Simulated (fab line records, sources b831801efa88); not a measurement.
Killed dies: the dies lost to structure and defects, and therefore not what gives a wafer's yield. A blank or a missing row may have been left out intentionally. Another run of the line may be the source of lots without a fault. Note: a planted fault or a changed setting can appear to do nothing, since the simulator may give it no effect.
The tool behind it: which one? -- flow sky130 -- 21 wafers from 7 lots sampled at 2 of the route's 708 steps

## WHAT THE GAUGES READ, wafer by wafer
SKY_SONOS_TUNNEL_TW_MEAS_12.
lot,measured,on,SONOS_TUNNEL_TW
L532,day 12 07:02,film_metro-02,197.4 197.2 197.9
L534,day 13 00:45,film_metro-02,198.3 197.3 197.5
L541,day 15 15:16,film_metro-03,29.9 29.8 30.0
L543,day 15 20:53,film_metro-02,30.0 29.9 29.9
L548,day 17 15:43,film_metro-04,197.1 198.1 197.3
L550,day 18 11:22,film_metro-02,197.5 197.5 196.6
L552,day 18 23:46,film_metro-03,197.9 198.6 198.3

## WHAT TOOL EACH LOT RAN ON (gives the tool, then ch and the chambers of the sampled wafers, and finally the start)
lot,SKY_VT_ADJUST_PCH_STRIP_09
L532,"plasma_asher-01 ch 0,1, day 11 06:38"
L534,"plasma_asher-01 ch 0,1, day 11 22:55"
L541,"plasma_asher-01 ch 0,1, day 14 10:47"
L543,"plasma_asher-01 ch 0,1, day 14 16:59"
L548,"plasma_asher-02 ch 0,1, day 16 09:25"
L550,"plasma_asher-02 ch 0,1, day 17 05:22"
L552,"plasma_asher-03 ch 0,1, day 17 16:14"
- SKY_VT_ADJUST_PCH_STRIP_09: strips in O2/N2.

## THE ANSWER, worked out from the rows above alone
Rule: the usual values come from the lots themselves. Put in order of their means at a reading, lots are off if they are a third of the lots or fewer, leave a main group of 4 or more, and stand apart from it by a gap of 3 or more times the standard deviation of the main group's means; of several such gaps the widest counts. The tables above print the reading to a certain number of digits; a main group whose means all agree to those digits is not used. Also off: a lot with no number at a reading for which 4 or more lots have one. Where the step has rows for the other lots, those lots are counted as sound.
Off: L541, L543, at SKY_SONOS_TUNNEL_TW_MEAS_12 (SONOS_TUNNEL_TW). The main group has a mean of 197.6 with a standard deviation of 0.35.
If a tool, at a process step before that reading, ran all the lots that are off and no sound lot after the first of them, it fits. Those tools and the gauges at SKY_SONOS_TUNNEL_TW_MEAS_12 are tried in the same way. One candidate fits, namely plasma_asher-01 at SKY_VT_ADJUST_PCH_STRIP_09. A fault onset in the window from L534 (day 11 22:55, its last sound lot) to L541 (day 14 10:47, its first lot off) fits.

## WHAT HAD BEEN PUT IN BY THE SIMULATOR
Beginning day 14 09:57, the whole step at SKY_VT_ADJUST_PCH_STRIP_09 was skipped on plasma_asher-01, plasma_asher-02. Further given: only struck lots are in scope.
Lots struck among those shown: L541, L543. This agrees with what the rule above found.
